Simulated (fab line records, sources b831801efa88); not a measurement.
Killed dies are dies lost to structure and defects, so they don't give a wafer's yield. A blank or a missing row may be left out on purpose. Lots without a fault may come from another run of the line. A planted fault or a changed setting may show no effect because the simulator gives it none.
Chamber matching | flow sfq_line | SFQ_TRILAYER_I6_VIA_ETCH_VIA_ETCH_172 on rie_diel-03: 4 sister chambers
The step etches SiO2 in CHF3, stops on Nb, target depth 260 nm. 14 wafers are shown with their chamber, then 7 later ones without.

WAFERS WITH THEIR CHAMBER
wafer  | chamber | drypump_motor_current_A (A) | oes_product_au (a.u.)
L738.4 | 1       | 5.6                         | 0.848
L738.5 | 3       | 5.8                         | 0.853
L738.6 | 0       | 5.5                         | 0.846
L739.1 | 1       | 5.6                         | 0.849
L739.4 | 3       | 5.7                         | 0.851
L739.6 | 2       | 4.7                         | 0.842
L752.1 | 0       | 5.6                         | 0.857
L752.5 | 1       | 5.6                         | 0.856
L752.6 | 0       | 5.6                         | 0.848
L754.3 | 1       | 5.6                         | 0.843
L754.4 | 2       | 4.7                         | 0.849
L754.5 | 3       | 5.7                         | 0.843
L755.2 | 0       | 5.6                         | 0.858
L755.4 | 3       | 5.8                         | 0.850

SIGNATURES (means of the wafers above)
reading                 | chamber 0 | chamber 1 | chamber 2 | chamber 3 | scatter within a chamber
drypump_motor_current_A | 5.575     | 5.600     | 4.700     | 5.750     | 0.0418
oes_product_au          | 0.85225   | 0.84900   | 0.84550   | 0.84925   | 0.00529
Rule: a wafer's distance from a chamber is the root of the sum, over the readings, of the square of ((its reading less the chamber's mean) divided by the reading's scatter). The wafer belongs to the nearest chamber; if the next one is less than 2 further off, it can't be placed. The scatter: the root of (the sum of the squares of (reading less its chamber's mean) over the shown wafers, divided by (wafers less chambers)).

WAFERS WITHOUT THEIR CHAMBER
wafer  | drypump_motor_current_A (A) | oes_product_au (a.u.)
L755.6 | 5.7                         | 0.855
L758.1 | 5.8                         | 0.856
L758.4 | 4.7                         | 0.851
L758.6 | 5.8                         | 0.855
L761.2 | 4.7                         | 0.859
L761.4 | 5.5                         | 0.862
L761.5 | 5.6                         | 0.852

WHICH CHAMBER EACH WENT THROUGH
wafer  | from the rows above          | in truth
L755.6 | can't be placed: 3 or 1 or 0 | 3
L758.1 | 3                            | 3
L758.4 | 2                            | 2
L758.6 | 3                            | 3
L761.2 | 2                            | 2
L761.4 | can't be placed: 0 or 1      | 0
L761.5 | can't be placed: 1 or 0      | 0
Placed correctly: 4 of 7. Can't be placed from these rows: 3 (the true chamber is among the candidates in 3). Placed wrongly: 0.
